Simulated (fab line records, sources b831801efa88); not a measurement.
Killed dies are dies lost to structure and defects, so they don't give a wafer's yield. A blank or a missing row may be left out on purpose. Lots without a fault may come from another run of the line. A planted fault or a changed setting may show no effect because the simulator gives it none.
A struck lot beside a sound one | flow gf180mcu | 19 steps out of a route of 602
Sound: wafers L144.1, L144.2, L144.4. Struck: wafers L160.1, L160.2, L160.4. The cause comes at the end.
At each step with rows: each side's tool, then ch and its chambers, then its first start. Under that, the readings that differ: sound wafers | struck wafers | difference of the means | sigmas: that difference in standard deviations of wafers without a fault.
alike: readings whose means differ by less than 2 such deviations, and words and numbers that are the same on both sides. not compared: withheld readings, readings that some wafer has no value for, bounds like >300 that may hide the same value, and numbers for which the record gives no deviation and whose values overlap.
The two part at a step that has a row with sigmas, a row that says differs or no value, or rows on one side only. Numbers that don't overlap but have no deviation are shown without sigmas and don't part them. A reading that every wafer of one side lacks parts them only if that side has two wafers or more.

first, 4 steps without rows for these wafers: GF_NSD_SOFTBAKE_03 (time 60 s); GF_NSD_EXPOSE_04 (exposes mask Nplus, target cd 400 nm); GF_NSD_PEB_05; GF_NSD_DEVELOP_06 (develop time 60 s).
GF_NSD_CD_MEAS_07: target cd 400 nm.
  sound on cd_sem-01, day 13 18:19; struck on cd_sem-02, day 19 12:42
  alike: cd_nm
GF_NSD_OVL_MEAS_08:
  sound on overlay-02, day 13 18:26; struck on overlay-02, day 19 12:49
  alike: NSD_OVL
then, 2 steps without rows for these wafers: GF_NSD_IMPLANT_09; GF_NSD_IMPLANT_10.
GF_NSD_STRIP_11: strips in O2/N2.
  sound on plasma_asher-03 ch 0,1, day 13 18:47; struck on plasma_asher-03 ch 0,1, day 19 13:09
  alike: drypump_motor_current_A, heater_power_w, oes_product_au, platen_temp_c, strip_time_to_endpoint_s
  not compared: rf_hours_counter_h
GF_NSD_TW_MEAS_12:
  sound on film_metro-04, day 13 18:53; struck on film_metro-03, day 19 13:15
  alike: NSD_TW
then, 2 steps without rows for these wafers: GF_PSD_DEHYDRATE_00 (time 60 s); GF_PSD_HMDS_01 (prime time 60 s).
GF_PSD_COAT_02: resist thk 1000 nm.
  sound on litho_track-03 ch 0, day 14 04:55; struck on litho_track-03, day 20 00:40
  no value came back on the struck wafers for chill_plate_temp_C (C), dispense_pressure_kPa (kPa), spin_speed_rpm (rpm); on the sound wafers chill_plate_temp_C (C) reads 22.88 23.03 23.06
then, 4 steps without rows for these wafers: GF_PSD_SOFTBAKE_03 (time 60 s); GF_PSD_EXPOSE_04 (exposes mask Pplus, target cd 400 nm); GF_PSD_PEB_05; GF_PSD_DEVELOP_06 (develop time 60 s).
GF_PSD_CD_MEAS_07: target cd 400 nm.
  sound on cd_sem-02, day 14 15:32; struck on cd_sem-02, day 20 12:58
  reading    | sound             | struck | difference                    | sigmas
  cd_nm (nm) | 400.7 400.0 400.8 | - - -  | no value on the struck wafers |
GF_PSD_OVL_MEAS_08:
  sound on overlay-01, day 14 15:40; struck on overlay-01, day 20 13:05
  reading      | sound         | struck | difference                    | sigmas
  PSD_OVL (nm) | -0.6 -0.4 0.2 | - - -  | no value on the struck wafers |

WHERE THEY PART
First at GF_PSD_COAT_02; last, within this record, at GF_PSD_OVL_MEAS_08.

WHY: what the simulator had put in
Skipped step whole: litho_track-03, from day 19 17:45 on, at GF_PSD_COAT_02. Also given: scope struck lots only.
